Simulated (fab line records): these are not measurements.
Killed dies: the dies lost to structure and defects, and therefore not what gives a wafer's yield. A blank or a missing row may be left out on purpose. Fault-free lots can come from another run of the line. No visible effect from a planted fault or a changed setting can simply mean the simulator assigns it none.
fab line records -- flow sky130
[record] lots = 5, wafers = 14, last-day = 50
route steps=708 shown VIA2@515 PAD_OPEN@708
lots untouched by any fault: they come from a run of this same line in which no faults occurred
start-h: hours from the record's opening day to when the first of the lot's shown wafers began -- wait-h: how many hours have passed since the lot's step before this one -- " identical to the entry in the row above -- L1.1+2: a single row standing in for several wafers -- - no value, or no start was given -- * or withheld: withheld -- < > ~ a bound
route shown NAME@n: a module of which the file shows steps, and the number in the route of the first -- usual: mean/standard deviation taken from wafers without a fault -- same: alike in all rows -- chamber/n: place in a boat -- sites: each site's reading -- _std_site: how widely they spread, as a standard deviation -- _edge_site: inner sites' mean taken away from outer sites' mean -- radius-mm: how far each site lies from the wafer's centre -- mask NAME#n: copy n -- behind: the last tool/chamber to shape the wafer -- hold: why the lot was held/for how many hours/how that ended -- device: transistor that didn't switch, given as n, p or np -- end of line: tests run on the same wafers once the route is complete -- for a step that has no rows: nothing shown but its recipe -- killed: dies that structure and defects cost at the first sort, which is not the same as the wafer's yield -- map: dies across one wafer; x = killed, . = not, _ = none there
set.NAME: setting as actually run; set.NAME@STEP: the setting as run at that earlier step -- model.NAME: the simulator's own value behind a step, which no gauge read
lots at some steps of the route; a table a step, a row a wafer
services: a tool's chamber out of use, with start hour (start-h, from the record's first day; less than 0 if before it), hours out, and reason
[[steps]]
[step SKY_VIA2_SOFTBAKE_08]
[recipe] temp-c = 100, time-s = 90, resist = KrF-thick
[step SKY_VIA2_EXPOSE_09]
[recipe] mask-id = VIM2, na = 0.8, source-shape = annular, sigma-inner = 0.55, sigma-outer = 0.85, target-cd-nm = 200, dose-mj = 38
[step SKY_VIA2_PEB_10]
[recipe] peb-temp-c = withheld, peb-time-s = withheld, resist = KrF-thick
[step SKY_VIA2_DEVELOP_11]
[recipe] develop-time-s = 60, resist = KrF-thick, dev-temp-c = 21
[step SKY_VIA2_CD_MEAS_12]
[recipe] target-cd-nm = 200
[usual] cd-nm = 200.5/1.4
lot.wafer,tool,chamber,start-h,wait-h,cd-nm
L816.1,cd-sem-02,-,898.77,-,202.0
L816.2,cd-sem-02,-,898.77,-,202.2
L816.5,cd-sem-02,-,898.77,-,202.1
L823.4,cd-sem-01,-,913.39,-,200.0
L823.6,cd-sem-01,-,913.39,-,200.5
L828.2,cd-sem-01,-,947.64,-,199.9
L828.3,cd-sem-01,-,947.64,-,199.2
L828.6,cd-sem-01,-,947.64,-,199.9
L836.1,cd-sem-02,-,1005.57,-,200.9
L836.4,cd-sem-02,-,1005.57,-,200.6
L836.5,cd-sem-02,-,1005.57,-,201.0
L837.4,cd-sem-02,-,1009.93,-,199.1
L837.5,cd-sem-02,-,1009.93,-,200.6
L837.6,cd-sem-02,-,1009.93,-,199.4
[step SKY_VIA2_OVL_MEAS_13]
[usual] VIA2_OVL = -2/5.5
lot.wafer,tool,chamber,start-h,wait-h,VIA2_OVL[nm]
L816.1,overlay-02,-,898.89,0.1,4
L816.2,overlay-02,-,898.89,0.1,-2
L816.5,overlay-02,-,898.89,0.1,1
L823.4,overlay-01,-,913.47,0.1,-8
L823.6,overlay-01,-,913.47,0.1,-1
L828.2,overlay-02,-,947.75,0.1,6
L828.3,overlay-02,-,947.75,0.1,-2
L828.6,overlay-02,-,947.75,0.1,-5
L836.1,overlay-02,-,1005.69,0.1,10
L836.4,overlay-02,-,1005.69,0.1,-2
L836.5,overlay-02,-,1005.69,0.1,6
L837.4,overlay-01,-,1010.01,0.1,0
L837.5,overlay-01,-,1010.01,0.1,4
L837.6,overlay-01,-,1010.01,0.1,-5
[step SKY_VIA2_ETCH_14]
[recipe] chemistry = N2/H2, target = BARC, ion-energy-ev = 200, source-w = 500, bias-w = 100, pressure-mtorr = 30, n2-flow-sccm = 100, h2-flow-sccm = 200, stop-on = SiO2, time-s = 45.9, target-depth-a = 600
[usual] drypump-motor-current-A = 5.9/0.38, oes-product-au = 0.855/0.0049, throttle-valve-pct = 13.224/0.0094
lot.wafer,tool,chamber,start-h,wait-h,drypump-motor-current-A,oes-product-au,rf-hours-counter-h,throttle-valve-pct
L816.1,rie-diel-02,3,898.93,0.0,5.3,0.853,14,13.220
L816.2,rie-diel-02,1,898.93,0.0,5.5,0.854,7,13.206
L816.5,rie-diel-02,3,898.93,0.0,5.3,0.859,-,13.233
L823.4,rie-diel-02,2,913.49,0.0,5.7,0.854,15,13.236
L823.6,rie-diel-02,2,913.49,0.0,5.7,0.854,-,13.239
L828.2,rie-diel-03,0,947.78,0.0,6.7,0.851,28,13.223
L828.3,rie-diel-03,2,947.78,0.0,6.0,0.854,8,13.219
L828.6,rie-diel-03,3,947.78,0.0,5.7,0.854,-,13.222
L836.1,rie-diel-03,1,1005.73,0.0,5.3,0.858,3,13.234
L836.4,rie-diel-03,2,1005.73,0.0,6.0,0.851,-,13.213
L836.5,rie-diel-03,0,1005.73,0.0,6.6,0.855,-,13.216
L837.4,rie-diel-03,0,1010.05,0.0,6.6,0.849,-,13.218
L837.5,rie-diel-03,2,1010.05,0.0,6.0,0.852,-,13.228
L837.6,rie-diel-03,1,1010.05,0.0,5.3,0.849,-,13.209
[step SKY_VIA2_ETCH_15]
[recipe] target = SiO2, chemistry = C4F8/O2/Ar, target-depth-nm = 546, stop-on = TiN, mask-material = KrF-thick, source-w = 1500, bias-w = 1200, pressure-mtorr = 40, c4f8-flow-sccm = withheld, O2_flow_sccm = 6, Ar_flow_sccm = 300, time-s = 84
[usual] oes-product-au = 0.940/0.0045
lot.wafer,tool,chamber,start-h,wait-h,oes-product-au,rf-hours-counter-h
L816.1,rie-diel-02,3,898.97,0.0,0.932,14
L816.2,rie-diel-02,1,898.97,0.0,0.938,7
L816.5,rie-diel-02,3,898.97,0.0,0.944,-
L823.4,rie-diel-02,2,913.53,0.0,0.934,16
L823.6,rie-diel-02,2,913.53,0.0,0.936,-
L828.2,rie-diel-03,0,947.82,0.0,0.936,28
L828.3,rie-diel-03,2,947.82,0.0,0.937,8
L828.6,rie-diel-03,3,947.82,0.0,0.937,-
L836.1,rie-diel-03,1,1005.77,0.0,0.945,3
L836.4,rie-diel-03,2,1005.77,0.0,0.940,-
L836.5,rie-diel-03,0,1005.77,0.0,0.937,-
L837.4,rie-diel-03,0,1010.10,0.0,0.936,-
L837.5,rie-diel-03,2,1010.10,0.0,0.940,-
L837.6,rie-diel-03,1,1010.10,0.0,0.938,-
[step SKY_VIA2_STRIP_16]
[recipe] chemistry = O2/N2, power-w = 1400, pressure-mtorr = 1500, platen-temp-c = withheld, o2-flow-sccm = 3000, n2-flow-sccm = 300, overash-fraction = 0.5
[usual] drypump-motor-current-A = 5.5/0.41, oes-product-au = 0.399/0.0044, strip-time-to-endpoint-s = 4.058/0.021
lot.wafer,tool,chamber,start-h,wait-h,drypump-motor-current-A,oes-product-au,rf-hours-counter-h,strip-time-to-endpoint-s
L816.1,plasma-asher-02,1,899.04,0.0,5.8,0.396,74,4.053
L816.2,plasma-asher-02,0,899.04,0.0,5.1,0.393,74,4.056
L816.5,plasma-asher-02,0,899.04,0.0,5.1,0.403,-,4.050
L823.4,plasma-asher-03,1,913.63,0.1,5.9,0.399,-,4.023
L823.6,plasma-asher-03,0,913.63,0.1,5.6,0.395,-,4.053
L828.2,plasma-asher-02,1,947.89,0.0,5.8,0.394,79,4.064
L828.3,plasma-asher-02,0,947.89,0.0,5.1,0.408,-,4.054
L828.6,plasma-asher-02,0,947.89,0.0,5.1,0.397,-,4.065
L836.1,plasma-asher-01,0,1005.84,0.0,4.9,0.402,55,4.079
L836.4,plasma-asher-01,0,1005.84,0.0,4.9,0.404,-,4.070
L836.5,plasma-asher-01,0,1005.84,0.0,4.9,0.398,-,4.041
L837.4,plasma-asher-02,0,1010.17,0.0,5.1,0.394,-,4.007
L837.5,plasma-asher-02,1,1010.17,0.0,5.7,0.397,-,4.041
L837.6,plasma-asher-02,0,1010.17,0.0,5.1,0.396,-,4.030
[step SKY_VIA2_STRIP_17]
[recipe] chemistry = post-etch-residue-remover, time-s = 1200, temp-c = 72.5
[step SKY_VIA2_CLEAN_18]
[recipe] chemistry = IPA, time-s = 180, temp-c = 25
[step SKY_VIA2_CLEAN_19]
[recipe] chemistry = O3/DIW, dry = n2-spin
[step SKY_VIA2_SPUTTER_20]
[recipe] material = TiN, target-thk-nm = 20, chamber-pressure-pa = 5, power-w = 4000, time-s = 80
[usual] throttle-valve-pct = 30.1/1.1
lot.wafer,tool,chamber,start-h,wait-h,throttle-valve-pct,model.TiN_of_VIA2_SPUTTER_20.thk-nm
L816.1,pvd-sputter-02,-,899.63,0.0,31.3,19.73
L816.2,pvd-sputter-02,-,899.63,0.0,30.4,19.79
L816.5,pvd-sputter-02,-,899.63,0.0,28.8,19.74
L823.4,pvd-sputter-04,-,914.22,0.0,29.6,29.09
L823.6,pvd-sputter-04,-,914.22,0.0,31.1,19.92
L828.2,pvd-sputter-03,-,948.49,0.0,28.5,20.06
L828.3,pvd-sputter-03,-,948.49,0.0,27.9,20.08
L828.6,pvd-sputter-03,-,948.49,0.0,28.6,19.8
L836.1,pvd-sputter-02,-,1006.43,0.0,30.7,20.23
L836.4,pvd-sputter-02,-,1006.43,0.0,29.1,20.27
L836.5,pvd-sputter-02,-,1006.43,0.0,29.7,20
L837.4,pvd-sputter-04,-,1010.73,0.0,29.8,19.58
L837.5,pvd-sputter-04,-,1010.73,0.0,30.0,19.62
L837.6,pvd-sputter-04,-,1010.73,0.0,31.2,19.64
[step SKY_VIA2_CVD_21]
[recipe] material = W, target-thk-nm = 420, time-s = 126.4, temp-c = 400, pressure-torr = 40
[usual] heater-power-w = 844/92, susceptor-temp-C = 400.01/0.22
lot.wafer,tool,chamber,start-h,wait-h,heater-power-w,susceptor-temp-C
L816.1,cvd-w-02,0,899.69,0.0,956,399.93
L816.2,cvd-w-02,1,899.69,0.0,763,399.69
L816.5,cvd-w-02,1,899.69,0.0,754,400.18
L823.4,cvd-w-02,0,914.33,0.1,938,399.72
L823.6,cvd-w-02,1,914.33,0.1,743,400.12
L828.2,cvd-w-02,0,948.55,0.0,934,400.09
L828.3,cvd-w-02,0,948.55,0.0,925,400.09
L828.6,cvd-w-02,1,948.55,0.0,766,399.73
L836.1,cvd-w-02,0,1006.49,0.0,947,399.88
L836.4,cvd-w-02,0,1006.49,0.0,913,399.83
L836.5,cvd-w-02,1,1006.49,0.0,763,400.05
L837.4,cvd-w-02,0,1010.83,0.1,955,400.05
L837.5,cvd-w-02,0,1010.83,0.1,920,400.00
L837.6,cvd-w-02,1,1010.83,0.1,776,400.14
[step SKY_PAD_OPEN_PROBE_99]
[usual] defect-limited-yield = 82.6/1.8, killed_at_M0_to_M3 = 43/7, killed_at_M4_up = 3.4/1.9, killed-at-contacts = 24/5.4, killed-at-front-end = 15/4.4, killed-at-other = 0.4/0.63, killed-dies = 86/9.1, killed-open = 46/6.6, killed-short = 39/6.6, sort_bin_3_pad_short = 0.9/0.46, sort_bin_5_function = 10.3/1.4, sort_bin_6_memory = 6.2/1.1, sort-n-pass = 406/9.1, sort-yield-pct = 82.6/1.8
[same] gross-dies = 492, killed-at-back-side = 0, sort_bin_4_leakage[%] = 0, sort_bin_8_speed[%] = 0
lot.wafer,tool,chamber,start-h,wait-h,defect-limited-yield[%],killed_at_M0_to_M3,killed_at_M4_up,killed-at-contacts,killed-at-front-end,killed-at-other,killed-dies,killed-open,killed-short,sort_bin_3_pad_short[%],sort_bin_5_function[%],sort_bin_6_memory[%],sort-n-pass,sort-yield-pct[%]
L823.4,prober-01,-,1129.23,0.2,81.9,44,2,19,24,0,89,41,47,1.4,11.4,5.3,403,81.9
L823.6,prober-01,-,1129.33,0.2,81.7,46,7,21,15,1,90,47,43,0.6,10.0,7.7,402,81.7
L837.4,prober-02,-,1201.17,0.2,80.9,47,7,23,16,1,94,44,49,1.4,10.2,7.5,398,80.9
L837.5,prober-02,-,1201.22,0.2,81.5,44,1,30,15,1,91,52,39,0.8,11.4,6.3,401,81.5
L837.6,prober-02,-,1201.27,0.2,79.5,45,8,30,17,1,101,52,48,0.8,12.2,7.5,391,79.5
// killed by level:class
L823.4 VIA1:geometric-particle:open=7 VIA2:geometric-particle:open=7 CONTACT:geometric-particle:short=6 VIA3:geometric-particle:short=6 LI_CONTACT:geometric-particle:short=5 METAL1:geometric-particle:short=5 VIA3:geometric-particle:open=5 FIELD_ISO:geometric-particle:short=4
L823.6 VIA1:geometric-particle:open=9 CONTACT:geometric-particle:open=8 METAL4:geometric-particle:short=7 LI_CONTACT:geometric-particle:open=6 METAL1:geometric-particle:short=6 VIA3:geometric-particle:short=6 VIA3:geometric-particle:open=6 FIELD_ISO:geometric-particle:open=5
L837.4 CONTACT:geometric-particle:open=10 VIA1:geometric-particle:open=7 LI_CONTACT:geometric-particle:open=6 METAL2:geometric-particle:short=6 VIA2:geometric-particle:short=6 METAL4:geometric-particle:short=6 FIELD_ISO:geometric-particle:short=5 METAL1:geometric-particle:short=5
L837.5 LI_CONTACT:geometric-particle:open=11 VIA1:geometric-particle:open=10 CONTACT:geometric-particle:open=7 LOCAL_INTERCONNECT:geometric-particle:short=7 METAL1:geometric-particle:short=7 VIA3:geometric-particle:open=6 FIELD_ISO:geometric-particle:short=5 VIA1:geometric-particle:short=5
L837.6 VIA1:geometric-particle:open=12 CONTACT:geometric-particle:short=11 CONTACT:geometric-particle:open=9 VIA3:geometric-particle:open=7 METAL1:geometric-particle:short=6 POLY_GATE:geometric-particle:open=5 VIA1:geometric-particle:short=5 METAL4:geometric-particle:short=5
[[services]]
tool,chamber,start-h,hours,kind
rie-diel-02,-,886.91,0.9,repair
plasma-asher-01,-,911.79,2.8,pm
plasma-asher-02,-,912.70,3.1,repair
rie-diel-03,0,914.45,4.4,repair
plasma-asher-03,-,916.36,0.9,repair
rie-diel-03,1,931.25,-,clean
rie-diel-03,1,931.25,27.3,scheduled-down
rie-diel-03,1,931.25,27.3,vent-cycle
cvd-w-02,1,940.41,-,calibration
pvd-sputter-03,-,945.81,0.8,repair
rie-diel-03,0,958.50,-,clean
rie-diel-03,0,958.50,-,consumable-replace:showerhead
rie-diel-03,0,958.50,31.5,scheduled-down
rie-diel-03,0,958.50,31.5,vent-cycle
rie-diel-03,3,959.79,83.3,repair
cvd-w-02,-,987.45,2.8,pm
rie-diel-02,0,1000.56,2.1,repair
rie-diel-02,0,1005.68,-,clean
rie-diel-02,0,1005.68,15.8,scheduled-down
rie-diel-02,0,1005.68,15.8,vent-cycle
[[key]]
first-sign none at tools or gauges
[model-effect] step = SKY_VIA2_SPUTTER_20, value = TiN_of_VIA2_SPUTTER_20.thk-nm, without = 20.01, struck = 29.09
met-at SKY_VIA2_SPUTTER_20
struck-wafers L823.4
[fault] kind = process-parameter-drift, tool = pvd-sputter-04, chamber = -, onset-h = 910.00, steps = SKY_VIA2_SPUTTER_20, channel = target-thk-nm, offset = 9.083, shape = step, end-h = 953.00, scope = struck-wafers-only, acts-in = these-recipes-only, stated = 20
